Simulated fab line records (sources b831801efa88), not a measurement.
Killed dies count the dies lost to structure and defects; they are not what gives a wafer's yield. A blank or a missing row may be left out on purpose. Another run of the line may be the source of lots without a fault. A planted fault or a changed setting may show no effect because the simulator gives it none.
2 desks, one fault    flow gf180mcu    each desk holds nothing but its own numbers, with what lay behind them at the end

## THE METROLOGY DESK
Lot by lot, what the gauges showed, no matter which tool ran the lot: averages of those sampled wafers that carry a number. Any lot whose mean is over 4 standard deviations away from the usual mean is out of limits and marked OUT; that distance is given in the brackets.
Columns: A = LVPWELL_TW at GF_LVPWELL_TW_MEAS_11, usual 561; B = LVPWELL_RS at GF_VT_IMPLANT_RS_MEAS_48, usual 1197 ohm/sq
lot   first seen here  A               B
L608  day 4 14:17      565             1189
L612  day 5 01:41      557             1190
L614  day 5 13:53      563             1195
L613  day 5 13:57      560             1198
L617  day 6 02:02      584 (+5.4) OUT  1117 (-22) OUT
L619  day 6 13:09      583 (+5.1) OUT  1117 (-22) OUT
L621  day 6 23:14      564             1196
L626  day 8 00:50      556             1192
L628  day 8 12:30      566             1198
L630  day 8 21:59      555             1199
L631  day 9 03:16      557             1194
This desk's result: L617, L619 out of limits, first on L617 (LVPWELL_TW at GF_LVPWELL_TW_MEAS_11), day 6 02:02. Within limits: L608, L612, L614, L613, L621, L626, L628, L630, L631.

## TOOL OWNER'S DESK, implanter-02
The tool's own readings at GF_LVPWELL_IMPLANT_08, given as means over the sampled wafers that have a number, one for each lot that went through this tool. Any lot whose mean is over 4 standard deviations away from the usual mean is out of limits and marked OUT; that distance is given in the brackets.
Columns: A = beamOnS at GF_LVPWELL_IMPLANT_08, usual 9.98 s; B = faradayCurrentUA at GF_LVPWELL_IMPLANT_08, usual 84.8
lot   first seen here  A                 B
L608  day 4 13:53      9.88              85.7
L612  day 5 01:17      9.76              86.5
L613  day 5 13:34      10.12             83.7
L617  day 6 01:38      11.40 (+7.9) OUT  74.3 (-7.0) OUT
L619  day 6 12:46      11.58 (+8.9) OUT  73.1 (-7.8) OUT
This desk's verdict: out of limits on L617, L619, starting with L617 at day 6 01:38 (beamOnS at GF_LVPWELL_IMPLANT_08). Within limits: L608, L612, L613.

## TAKEN TOGETHER
An alarm could have come from the tool owner's desk at day 6 01:38, on L617, L619.
Metrology desk: alarm possible at day 6 02:02 on L617, L619.
Of the lots named, all ran GF_LVPWELL_IMPLANT_08 on implanter-02.

## WHAT THE SIMULATOR HAD PUT IN
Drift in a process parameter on implanter-02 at GF_LVPWELL_IMPLANT_08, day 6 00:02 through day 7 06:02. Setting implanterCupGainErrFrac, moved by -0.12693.
Shown lots that were struck: L617, L619.
Hours from the fault's start to each desk's first reading out of limits: the tool owner's desk, 2; the metrology desk, 2.
